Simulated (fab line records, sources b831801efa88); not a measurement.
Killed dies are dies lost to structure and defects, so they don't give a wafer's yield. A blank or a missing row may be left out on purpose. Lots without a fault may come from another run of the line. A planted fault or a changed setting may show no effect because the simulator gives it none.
Chamber matching | flow sky130 | SKY_POLY_GATE_ETCH_17 on rie_si-01: 4 sister chambers
The step etches poly-Si in HBr/Cl2, stops on SiO2, target depth 180 nm, time 70.5 s. 4 wafers are shown with their chamber, then 7 later ones without.

WAFERS WITH THEIR CHAMBER
wafer  | chamber | drypump_motor_current_A (A)
L545.4 | 3       | 6.1
L545.6 | 0       | 5.6
L548.2 | 2       | 6.7
L548.4 | 1       | 5.9

WAFERS WITHOUT THEIR CHAMBER
wafer  | drypump_motor_current_A (A)
L548.6 | 6.7
L551.1 | 5.5
L551.4 | 6.1
L551.6 | 5.5
L557.4 | 6.1
L557.5 | 6.1
L557.6 | 6.7

WHICH CHAMBER EACH WENT THROUGH
wafer  | from the rows above | in truth
L548.6 | 2                   | 2
L551.1 | 0                   | 0
L551.4 | 3                   | 3
L551.6 | 0                   | 0
L557.4 | 3                   | 3
L557.5 | 3                   | 3
L557.6 | 2                   | 2
Placed correctly: 7 of 7. Can't be placed from these rows: 0. Placed wrongly: 0.
How it was worked out, from the rows above alone: a wafer's distance from a chamber is the root of the sum, over the readings, of the square of ((its reading less the chamber's mean) divided by the reading's scatter). The wafer belongs to the nearest chamber; if the next one is less than 2 further off, it can't be placed. A chamber's mean is the mean of its shown wafers. The scatter: with one shown wafer a chamber, the root of the mean of the squares of how far each hidden wafer lies from its nearest shown one.
